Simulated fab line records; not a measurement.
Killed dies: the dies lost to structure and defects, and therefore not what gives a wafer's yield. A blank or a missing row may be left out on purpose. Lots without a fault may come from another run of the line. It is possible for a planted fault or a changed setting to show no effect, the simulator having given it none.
One fault seen from 2 desks ; flow sfqLine ; every desk sees just its own numbers, and what lay behind them comes last

## METROLOGY DESK
Means of the sampled wafers that have a number, per lot and without regard to the tool the lot ran on: this is what the gauges read. Any lot whose mean is over 4 standard deviations away from the usual mean is out of limits and marked OUT; that distance is given in the brackets.
Columns: A = I1_BOW at SFQ_I1_BOW_MEAS_912, usual 2 um
lot;first seen here;A
L544;day 17 13:26;1
L545;day 17 20:13;-1
L546;day 18 06:13;2
L547;day 18 11:02;2
L552;day 21 14:41;3
L553;day 22 17:55;-1
L554;day 23 09:02;8
L555;day 23 21:01;-6
L556;day 24 02:56;3
L558;day 24 15:00;1
L560;day 25 13:02;-10
L562;day 26 07:00;2
L566;day 27 22:00;-2
L567;day 28 07:00;-1
This desk's finding: nothing out of limits on any of the 14 lots.

## AT THE TOOL OWNER'S DESK: cmp-02
The tool's own readings at SFQ_TRILAYER_I1_CMP_CMP_046 (polishes SiO2): means of the sampled wafers that have a number, for each lot that ran on this tool. Any lot whose mean is over 4 standard deviations away from the usual mean is out of limits and marked OUT; that distance is given in the brackets.
Columns: A = edgeZonePressureFrac at SFQ_TRILAYER_I1_CMP_CMP_046, usual 1.000; B = motorCurrentA at SFQ_TRILAYER_I1_CMP_CMP_046, usual 9.3 A; C = timeToEndpointS at SFQ_TRILAYER_I1_CMP_CMP_046, usual 216 s
lot;first seen here;A;B;C
L544;day 17 10:25;0.999;8.8;218
L547;day 18 08:32;1.000;9.1;212
L554;day 23 07:00;0.999;9.2;219
L555;day 23 18:30;1.000;8.8;218
L558;day 24 12:00;1.004;9.1;220
L560;day 25 10:00;0.993;9.3;211
L562;day 26 04:00;0.999;9.1;216
L566;day 27 20:00;1.001;8.8;223
L567;day 28 04:00;1.001;9.0;242
This desk's finding: nothing out of limits on any of the 9 lots.

## PUT TOGETHER
From the metrology desk's view, nothing was out of limits.
Nothing out of limits was seen by the tool owner's desk.

## WHAT THE SIMULATOR HAD PUT IN
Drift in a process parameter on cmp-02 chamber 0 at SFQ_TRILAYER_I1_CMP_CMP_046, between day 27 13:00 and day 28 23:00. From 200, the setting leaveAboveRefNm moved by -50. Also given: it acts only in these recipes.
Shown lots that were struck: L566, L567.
